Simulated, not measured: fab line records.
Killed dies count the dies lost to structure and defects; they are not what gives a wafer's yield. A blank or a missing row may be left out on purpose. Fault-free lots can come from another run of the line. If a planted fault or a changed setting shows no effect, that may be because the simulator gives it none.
Code-filled problem report in 8D (eight disciplines) form | flow gf180mcu | the parts of the form that need people (team, actions taken, sign-off) are left out

## 1. WHAT IS WRONG
oesProductAu at GF_STI_ETCH_14 reads a mean of 0.790 a.u. on 3 wafers of 3 lots; wafers without a fault read 1.002 a.u. with a standard deviation of 0.015. That puts it -14 standard deviations away from the usual mean.
The step: etches Si in HBr/Cl2/O2, target depth 360 nm, time 102.9 s.
First seen on wafer L573.1, day 4 05:22, on rieSi-02. The record has a number at this step for 37 wafers belonging to 13 lots. The rule behind "out" and "out of limits": a value lying over 4 standard deviations away from the usual mean. All remaining wafers that have a number are taken as sound.

## 2. WHAT IT IS, WHAT IT ISN'T
question                    | is                             | is not
which readings at this step | oesProductAu, throttleValvePct | drypumpMotorCurrentA
which lots                  | L573, L575, L576               | L563, L564, L565, L566, L567, L568, L583, L584, L585, L586
which wafers of those lots  | L573.1, L575.1, L576.1         | L573.5, L575.4, L576.4, L576.5
read on which tools         | rieSi-02                       | rieSi-01
when                        | from day 4 05:22               | up to then (19 sound wafers); but 15 sound wafers of L575, L576, L583, L584, L585, L586 came after

## 3. WHAT RULES OUT EACH SUSPECT
Counting: if a tool at a process step up to the reading ran every lot that is out, it stays a suspect. Sound lots after the first of them don't rule it out here, since some wafers of a struck lot are sound.
- rieSi-02 at GF_STI_ETCH_14 (etches Si in HBr/Cl2/O2, target depth 360 nm, time 102.9 s): kept. Every lot that is out went through it, the first being L573 (day 4 05:22); the last sound lot it ran before that was L568 (day 3 03:37). On those wafers its own readings are out: oesProductAu, throttleValvePct.
The count leaves rieSi-02 at GF_STI_ETCH_14.

## 4. THE CAUSE (what the simulator had put in)
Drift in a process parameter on rieSi-02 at GF_STI_ETCH_14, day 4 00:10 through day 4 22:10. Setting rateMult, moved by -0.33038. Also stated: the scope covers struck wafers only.
This tool alone remained once counting was done.

## 5. THE EFFECT CHAIN, in route order
Each row: a reading where the mean over the struck wafers with a number is more than 3 standard deviations away from the usual. Readings are gone through only where the record gives a usual standard deviation; hours: the median, over the lots, of the time from a lot's start at the first step in this table giving one to that lot's start at this step; sigmas: the change measured in usual standard deviations.
hours | step            | reading              | usual      | on struck wafers | change | sigmas
0     | GF_STI_ETCH_14  | oesProductAu         | 1.002 a.u. | 0.790            | -0.212 | -14
0     | GF_STI_ETCH_14  | throttleValvePct     | 25.655 %   | 25.796           | +0.141 | +11
0     | GF_STI_STRIP_15 | oesProductAu         | 0.384 a.u. | 0.404            | +0.020 | +4.0
0     | GF_STI_STRIP_15 | stripTimeToEndpointS | 3.74 s     | 4.14             | +0.40  | +7.2
The process steps in it:
- GF_STI_ETCH_14: etches Si in HBr/Cl2/O2, target depth 360 nm, time 102.9 s.
- GF_STI_STRIP_15: strips in O2/N2.
Later steps that measure or inspect, where all struck wafers having a row at the step show a number for every such reading and not one has moved that far: GF_VT_IMPLANT_TW_MEAS_21, GF_VT_IMPLANT_OVL_MEAS_40.

## 6. WHAT WOULD HAVE CAUGHT IT SOONER
In this record no reading fell out of limits until day 4 05:22, 5 hours after the fault had begun at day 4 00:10.
